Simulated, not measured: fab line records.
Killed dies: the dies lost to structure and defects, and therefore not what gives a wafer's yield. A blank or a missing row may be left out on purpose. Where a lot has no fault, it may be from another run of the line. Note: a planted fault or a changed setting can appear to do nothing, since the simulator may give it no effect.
Which tool did it?    flow sky130    33 wafers from 11 lots sampled at 2 of the route's 708 steps

WHAT EACH GAUGE READ, for each wafer
SKY_METAL5_RS_MEAS_05: measurement is done with a four-point probe.
lot   measured      on             METAL5_ALCU_RS (ohm/sq)
L494  day 43 21:12  film metro-03  0.0272 0.0271 0.0273
L495  day 44 01:56  film metro-01  0.0265 0.0271 0.0268
L496  day 44 08:38  film metro-01  0.0276 0.0279 0.0274
L497  day 44 20:11  film metro-02  0.0274 0.0275 0.0276
L498  day 44 23:22  film metro-02  0.0271 0.0271 0.0272
L499  day 45 07:54  film metro-03  0.0271 0.0271 0.0273
L503  day 46 02:53  film metro-02  0.0276 0.0277 0.0270
L507  day 46 21:45  film metro-01  0.0273 0.0275 0.0274
L509  day 47 12:26  film metro-02  0.0278 0.0278 0.0277
L511  day 48 02:41  film metro-03  0.0271 0.0272 0.0274
L513  day 48 12:20  film metro-03  0.0271 0.0266 0.0272

TOOL THAT RAN EACH LOT (tool first, then ch and the chambers of the sampled wafers, then the start)
lot   SKY_METAL5_SPUTTER_04
L494  pvd sputter-03, day 43 21:08
L495  pvd sputter-02, day 44 01:53
L496  pvd sputter-01, day 44 08:34
L497  pvd sputter-01, day 44 20:06
L498  pvd sputter-03, day 44 23:19
L499  pvd sputter-03, day 45 07:51
L503  pvd sputter-02, day 46 02:50
L507  pvd sputter-01, day 46 21:41
L509  pvd sputter-01, day 47 12:22
L511  pvd sputter-02, day 48 02:38
L513  pvd sputter-01, day 48 12:16
- SKY_METAL5_SPUTTER_04: material TiN, target thk 70 nm, time 58.3 s.

WHAT THE TOOLS THEMSELVES READ (means of the sampled wafers that have a number; where no wafer has one, the mark that the record gives instead)
SKY_METAL5_SPUTTER_04.
lot   tool            throttle valve pct (%)
L494  pvd sputter-03  29.3
L495  pvd sputter-02  29.2
L496  pvd sputter-01  30.4
L497  pvd sputter-01  31.1
L498  pvd sputter-03  29.4
L499  pvd sputter-03  30.7
L503  pvd sputter-02  30.5
L507  pvd sputter-01  30.9
L509  pvd sputter-01  30.7
L511  pvd sputter-02  29.7
L513  pvd sputter-01  30.7

THE ANSWER, worked out from the rows above alone
Rule: the usual values come from the lots themselves. Put in order of their means at a reading, lots are off if they are a third of the lots or fewer, leave a main group of 4 or more, and stand apart from it by a gap of 3 or more times the standard deviation of the main group's means; of several such gaps the widest counts. A main group is skipped when, at the precision printed for the reading in the tables above, its means are all equal. A lot without any number at a reading at which 4 lots or more have one is off too. Any other lot the step has rows for is counted as sound. First the gauges in route order, then the tools' own readings, where a lot's mean is used as printed above. At the first step where some lot is off, the reading lying furthest off is the one used; lots without a number count as furthest.
No lot is off at any reading shown: from this, nothing can be told.

WHAT THE SIMULATOR HAD INSERTED
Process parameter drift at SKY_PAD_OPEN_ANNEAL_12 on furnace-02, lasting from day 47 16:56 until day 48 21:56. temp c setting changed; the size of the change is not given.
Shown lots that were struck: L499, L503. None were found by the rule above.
